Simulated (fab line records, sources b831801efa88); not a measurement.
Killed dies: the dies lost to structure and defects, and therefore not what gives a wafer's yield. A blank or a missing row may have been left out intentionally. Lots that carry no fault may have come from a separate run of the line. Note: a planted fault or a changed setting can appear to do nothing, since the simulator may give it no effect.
Which tool was responsible? + flow sfq_line + 15 lots (45 wafers sampled), 1 step of a 325-step route

== WHAT EACH GAUGE READ, for each wafer ==
SFQ_M5_OVL_MEAS_932.
| lot  | measured     | on         | M5_OVL (nm) |
|------|--------------|------------|-------------|
| L806 | day 43 17:52 | overlay-02 | -5 -9 -8    |
| L807 | day 43 19:04 | overlay-02 | 0 1 4       |
| L811 | day 45 14:24 | overlay-02 | 1 9 0       |
| L812 | day 45 15:35 | overlay-02 | 0 -15 -5    |
| L813 | day 45 16:47 | overlay-02 | 1 4 2       |
| L814 | day 47 12:32 | overlay-02 | -2 -2 -5    |
| L816 | day 48 10:08 | overlay-01 | 6 5 1       |
| L820 | day 60 07:05 | overlay-01 | 0 10 0      |
| L821 | day 60 08:18 | overlay-02 | -13 0 -8    |
| L822 | day 60 09:30 | overlay-01 | 3 1 -1      |
| L823 | day 60 10:41 | overlay-02 | 2 2 -2      |
| L824 | day 60 11:53 | overlay-02 | -1 -2 1     |
| L826 | day 60 20:43 | overlay-01 | 4 7 1       |
| L828 | day 60 23:06 | overlay-01 | -8 1 -3     |
| L829 | day 61 00:19 | overlay-01 | 4 3 0       |

== WHICH TOOL RAN EACH LOT (tool, then ch and the chambers of the sampled wafers, then the start) ==
No process step before these readings appears in the record.

== AS READ BY THE TOOLS THEMSELVES (means over the sampled wafers that have a number; for cases with no such wafer, the mark the record gives instead) ==
The record holds no such reading with a usual standard deviation.

== THE ANSWER, worked out from the rows above alone ==
Rule: what is usual is taken from the lots themselves. The widest of any qualifying gaps counts: lots, ordered by their means at a reading, are off when they make up no more than a third of the lots, leave a main group of 4 or more, and stand apart from it by 3 or more times the standard deviation of that group's means. Not used: any main group whose means are identical at the precision the tables above print for the reading. A lot without any number at a reading at which 4 lots or more have one is off too. All remaining lots with rows at the step are treated as sound. After the gauges, taken in route order, come the tools' own readings; for these a lot's mean is taken, as printed above. The first step at which some lot is off is used, and at that step the reading that is off furthest; a lot without a number counts as furthest.
No lot is off on any of the readings shown, so nothing can be concluded from this.

== WHAT WAS PUT IN BY THE SIMULATOR ==
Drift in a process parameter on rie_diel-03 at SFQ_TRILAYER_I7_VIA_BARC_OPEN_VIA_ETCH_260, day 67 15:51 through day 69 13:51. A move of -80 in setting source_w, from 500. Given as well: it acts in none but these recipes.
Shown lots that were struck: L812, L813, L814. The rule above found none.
